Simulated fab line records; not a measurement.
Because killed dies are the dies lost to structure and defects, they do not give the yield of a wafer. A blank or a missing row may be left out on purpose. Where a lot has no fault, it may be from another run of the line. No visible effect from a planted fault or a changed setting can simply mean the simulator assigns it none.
Which tool was responsible? + flow sky130 + 11 lots with 33 wafers sampled at 2 steps, on a route of 708 steps

WHAT EACH GAUGE READ, for each wafer
SKY_VIA4_THK_MEAS_20: measures by xrf.
| lot  | measured     | on            | VIA4_W_THK (nm) |
|------|--------------|---------------|-----------------|
| L849 | day 43 00:37 | film_metro-02 | 490 490 485     |
| L851 | day 43 17:28 | film_metro-04 | 495 490 498     |
| L853 | day 44 10:26 | film_metro-04 | 500 504 496     |
| L855 | day 44 21:41 | film_metro-04 | 485 494 485     |
| L856 | day 44 21:01 | film_metro-02 | 505 507 502     |
| L858 | day 45 23:36 | film_metro-01 | 503 509 510     |
| L865 | day 47 12:02 | film_metro-04 | 487 492 493     |
| L866 | day 47 13:45 | film_metro-02 | 515 504 505     |
| L868 | day 48 04:20 | film_metro-02 | 501 506 501     |
| L869 | day 48 08:44 | film_metro-02 | 497 499 495     |
| L872 | day 48 19:44 | film_metro-01 | 500 496 497     |

TOOL THAT RAN EACH LOT (tool first, then ch and the chambers of the sampled wafers, then the start)
| lot  | SKY_VT_ADJUST_HVTR_STRIP_10          |
|------|--------------------------------------|
| L849 | plasma_asher-02 ch 0,1, day 9 13:13  |
| L851 | plasma_asher-02 ch 0,1, day 10 03:14 |
| L853 | plasma_asher-01 ch 0,1, day 10 22:01 |
| L855 | plasma_asher-04 ch 0,1, day 11 12:23 |
| L856 | plasma_asher-02 ch 0,1, day 11 17:04 |
| L858 | plasma_asher-04 ch 0,1, day 12 12:05 |
| L865 | plasma_asher-04 ch 0, day 14 13:46   |
| L866 | plasma_asher-04 ch 1, day 14 18:43   |
| L868 | plasma_asher-02 ch 0,1, day 15 13:34 |
| L869 | plasma_asher-02 ch 0,1, day 15 19:13 |
| L872 | plasma_asher-01 ch 0,1, day 16 13:53 |
- SKY_VT_ADJUST_HVTR_STRIP_10: strips in O2/N2.

THE ANSWER, worked out from the rows above alone
Rule: the usual values come from the lots themselves. Put in order of their means at a reading, lots are off if they are a third of the lots or fewer, leave a main group of 4 or more, and stand apart from it by a gap of 3 or more times the standard deviation of the main group's means; of several such gaps the widest counts. The tables above print the reading to a certain number of digits; a main group whose means all agree to those digits is not used. A lot without any number at a reading at which 4 lots or more have one is off too. Any other lot the step has rows for is counted as sound.
None of the lots is off at any reading shown; this tells nothing.

WHAT THE SIMULATOR HAD INSERTED
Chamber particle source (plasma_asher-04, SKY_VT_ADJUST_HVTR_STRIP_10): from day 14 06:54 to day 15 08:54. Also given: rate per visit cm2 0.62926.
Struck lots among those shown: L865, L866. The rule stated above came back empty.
